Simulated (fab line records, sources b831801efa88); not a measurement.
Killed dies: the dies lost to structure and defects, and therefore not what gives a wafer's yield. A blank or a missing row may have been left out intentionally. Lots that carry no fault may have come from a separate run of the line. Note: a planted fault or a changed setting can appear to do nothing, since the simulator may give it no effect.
Which of the tools did it? / flow gf180mcu / Sampling: 12 lots, 36 wafers, 3 of 602 route steps

== WHAT THE GAUGES READ, wafer by wafer ==
GF_V3_THK_MEAS_25: measures by xrf. Usual: V3_W_THK 352 nm, standard deviation 4.2.
lot=L602; measured=day 22 06:38; on=film-metro-04; V3_W_THK (nm)=355 352 356; flag=
lot=L603; measured=day 22 20:00; on=film-metro-04; V3_W_THK (nm)=345 355 351; flag=
lot=L609; measured=day 25 02:54; on=film-metro-04; V3_W_THK (nm)=355 355 356; flag=
lot=L613; measured=day 26 07:00; on=film-metro-02; V3_W_THK (nm)=354 355 353; flag=
lot=L614; measured=day 26 14:40; on=film-metro-04; V3_W_THK (nm)=353 350 348; flag=
lot=L616; measured=day 27 03:04; on=film-metro-04; V3_W_THK (nm)=361 360 360; flag=
lot=L617; measured=day 27 12:05; on=film-metro-04; V3_W_THK (nm)=356 355 358; flag=
lot=L620; measured=day 28 09:35; on=film-metro-04; V3_W_THK (nm)=354 351 352; flag=
lot=L622; measured=day 29 01:04; on=film-metro-02; V3_W_THK (nm)=351 343 357; flag=
lot=L623; measured=day 29 07:32; on=film-metro-04; V3_W_THK (nm)=355 352 353; flag=
lot=L624; measured=day 29 14:11; on=film-metro-03; V3_W_THK (nm)=345 347 347; flag=
lot=L625; measured=day 29 15:04; on=film-metro-03; V3_W_THK (nm)=346 350 349; flag=

GF_M4_OVL_MEAS_15. Usual: M4_OVL -3 nm, standard deviation 5.8.
lot=L602; measured=day 23 06:40; on=overlay-01; M4_OVL (nm)=3 1 4; flag=
lot=L603; measured=day 23 19:22; on=overlay-01; M4_OVL (nm)=-8 0 -3; flag=
lot=L609; measured=day 26 00:29; on=overlay-01; M4_OVL (nm)=3 3 1; flag=
lot=L613; measured=day 27 03:36; on=overlay-02; M4_OVL (nm)=7 1 3; flag=
lot=L614; measured=day 27 12:06; on=overlay-01; M4_OVL (nm)=-2 -3 1; flag=
lot=L616; measured=day 28 00:19; on=overlay-02; M4_OVL (nm)=7 6 -1; flag=
lot=L617; measured=day 28 08:09; on=overlay-01; M4_OVL (nm)=0 1 -3; flag=
lot=L620; measured=day 29 05:15; on=overlay-02; M4_OVL (nm)=-1 -3 3; flag=
lot=L622; measured=day 29 20:58; on=overlay-01; M4_OVL (nm)=-14 -9 -8; flag=
lot=L623; measured=day 30 02:52; on=overlay-01; M4_OVL (nm)=-9 -2 -1; flag=
lot=L624; measured=day 30 09:31; on=overlay-02; M4_OVL (nm)=-5 2 -6; flag=
lot=L625; measured=day 30 10:31; on=overlay-02; M4_OVL (nm)=-3 -11 -6; flag=

== WHAT TOOL EACH LOT RAN ON (gives the tool, then ch and the chambers of the sampled wafers, and finally the start) ==
lot=L602; GF_M4_COAT_09=litho-track-01 ch 0, day 22 18:53
lot=L603; GF_M4_COAT_09=litho-track-04 ch 0, day 23 07:38
lot=L609; GF_M4_COAT_09=litho-track-01 ch 0, day 25 14:17
lot=L613; GF_M4_COAT_09=litho-track-01 ch 0, day 26 17:26
lot=L614; GF_M4_COAT_09=litho-track-04 ch 0, day 27 01:23
lot=L616; GF_M4_COAT_09=litho-track-04 ch 0, day 27 13:51
lot=L617; GF_M4_COAT_09=litho-track-03 ch 0, day 27 22:02
lot=L620; GF_M4_COAT_09=litho-track-04 ch 0, day 28 19:08
lot=L622; GF_M4_COAT_09=litho-track-01 ch 0, day 29 11:23
lot=L623; GF_M4_COAT_09=litho-track-04 ch 0, day 29 17:14
lot=L624; GF_M4_COAT_09=litho-track-03 ch 0, day 29 23:57
lot=L625; GF_M4_COAT_09=litho-track-01 ch 0, day 30 01:44
- GF_M4_COAT_09: resist thk 1000 nm.

== AS READ BY THE TOOLS THEMSELVES (means over the sampled wafers that have a number; for cases with no such wafer, the mark the record gives instead) ==
The record holds no such reading with a usual standard deviation.

== THE ANSWER, worked out from the rows above alone ==
Rule: a lot is off if the mean of its wafers that have a number lies more than 3 standard deviations from the usual mean. Also off: a lot with no number at a reading for which 4 or more lots have one. Where the step has rows for the other lots, those lots are counted as sound. After the gauges, taken in route order, come the tools' own readings; for these a lot's mean is taken, as printed above. At the first step where some lot is off, the reading lying furthest off is the one used; lots without a number count as furthest.
Across all readings shown, no lot is off: no conclusion can be drawn from this.

== WHAT HAD BEEN PUT IN BY THE SIMULATOR ==
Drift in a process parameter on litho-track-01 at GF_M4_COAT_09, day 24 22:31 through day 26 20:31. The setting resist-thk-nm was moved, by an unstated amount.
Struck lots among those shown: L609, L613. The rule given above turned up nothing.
